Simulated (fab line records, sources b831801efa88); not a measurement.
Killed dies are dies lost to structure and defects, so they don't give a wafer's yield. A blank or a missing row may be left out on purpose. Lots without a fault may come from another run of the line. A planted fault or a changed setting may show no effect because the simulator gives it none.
Problem report in the 8D (eight disciplines) form, filled by code | flow gf180mcu | the parts of the form that need people (team, actions taken, sign-off) are left out

1. THE PROBLEM
MVPSD_TW at GF_MVPSD_TW_MEAS_11 reads a mean of 603 on 9 wafers of 3 lots; wafers without a fault read 551 with a standard deviation of 4.3. That is +12 standard deviations from the usual mean.
First seen on wafer L656.3, day 7 12:11, on film_metro-03. The record holds 36 wafers of 12 lots with a number at this step. Rule for "out", or "out of limits": more than 4 standard deviations from the usual mean. The other wafers with a number count as sound.

2. WHAT IT IS AND WHAT IT IS NOT
question                    | is                           | is not
which readings at this step | MVPSD_TW                     | -
which lots                  | L656, L657, L659             | L646, L647, L648, L650, L652, L653, L666, L668, L669
which wafers of those lots  | all that have a number       | -
read on which gauges        | film_metro-01, film_metro-03 | film_metro-04
when                        | from day 7 12:11             | up to then (18 sound wafers); but 9 sound wafers of L666, L668, L669 came after

3. SUSPECTS, AND WHAT RULES EACH OUT
Counting: a tool at a process step up to the reading stays a suspect if it ran every lot that is out and no sound lot after the first of them.
- the gauge at GF_MVPSD_TW_MEAS_11: ruled out. The wafers that are out were read on 2 gauges (film_metro-01, film_metro-03).
- implanter-01 at GF_MVPSD_IMPLANT_08: ruled out as a lasting fault. Sound lots L668 ran on it after its first lot that is out, L656 (day 7 11:49).
Left after counting: nothing in the record.

4. THE CAUSE (what the simulator had put in)
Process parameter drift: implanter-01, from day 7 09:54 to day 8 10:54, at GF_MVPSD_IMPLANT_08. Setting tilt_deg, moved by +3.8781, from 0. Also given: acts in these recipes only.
Counting ruled it out, wrongly: the rule takes a fault to strike every lot that its tool runs from its start on, and this one did not.

5. THE CHAIN OF EFFECTS, in route order
Each row: a reading whose mean over the struck wafers that have a number lies more than 3 standard deviations from the usual. Only readings for which the record gives a usual standard deviation are gone through. hours: the time from each lot's start at the first step in this table that gives one to its start at this step, as a median over the lots. sigmas: the change in usual standard deviations.
hours | step                     | reading  | usual         | on struck wafers | change | sigmas
0     | GF_MVPSD_IMPLANT_08      | tilt_deg | 0.000 degrees | 3.884            | +3.884 | +99 or more
0     | GF_MVPSD_TW_MEAS_11      | MVPSD_TW | 551           | 603              | +52    | +12
70    | GF_VT_IMPLANT_RS_MEAS_49 | MVPSD_RS | 1167.3 ohm/sq | 1333.7           | +166.4 | +64
The process steps in it:
- GF_MVPSD_IMPLANT_08
Later measuring or inspecting steps at which every struck wafer that the step has a row for has a number for every such reading, and none has moved that far: GF_M1_THK_MEAS_06.

6. WHAT WOULD HAVE CAUGHT IT SOONER
In this record the first reading out of limits at a measuring or inspecting step was taken at day 7 12:11, 2 hours after the fault began at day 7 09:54.
The tool's own readings at GF_MVPSD_IMPLANT_08 were out on every struck wafer that the step has a row for (tilt_deg): an alarm limit on them would have fired on the first of those.
